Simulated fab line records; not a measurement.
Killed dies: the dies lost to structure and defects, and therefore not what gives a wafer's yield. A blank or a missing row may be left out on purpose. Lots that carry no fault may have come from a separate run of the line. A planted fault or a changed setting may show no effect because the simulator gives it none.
Matching of chambers ; flow gf180mcu ; 4 sister chambers for GF_V4_CMP_26 on cmp-02
The step polishes, stops on SiO2, t overpolish 15 s, target thk 0 nm. 4 wafers are shown with their chamber, then 7 later ones without.

WAFERS WITH THEIR CHAMBER
wafer;chamber;motor current A (A)
L647.4;2;11.0
L650.2;3;12.2
L653.1;0;11.1
L653.3;1;9.6

WAFERS WHOSE CHAMBER IS MISSING
wafer;motor current A (A)
L653.5;10.0
L662.1;12.2
L662.4;11.1
L662.5;12.7
L663.1;12.1
L663.5;10.0
L663.6;11.2

EACH ONE'S CHAMBER
wafer;from the rows above;in truth
L653.5;1;1
L662.1;3;3
L662.4;can't be placed: 0 or 2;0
L662.5;3;3
L663.1;3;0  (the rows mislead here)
L663.5;1;1
L663.6;can't be placed: 0 or 2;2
Correctly placed: 4 of 7. Cannot be placed on the basis of these rows: 2; the candidates contain the true chamber in 2. Number placed wrongly: 1.
How it was worked out, from the rows above alone: a wafer's distance from a chamber is the root of the sum, over the readings, of the square of ((its reading less the chamber's mean) divided by the reading's scatter). If the next closest chamber is less than 2 further off than the closest, the wafer can't be placed; otherwise it belongs to the closest. The mean given for a chamber averages the wafers shown for that chamber. The scatter (one wafer shown for each chamber): square how far every hidden wafer sits from the nearest shown wafer, average those squares and take the square root.
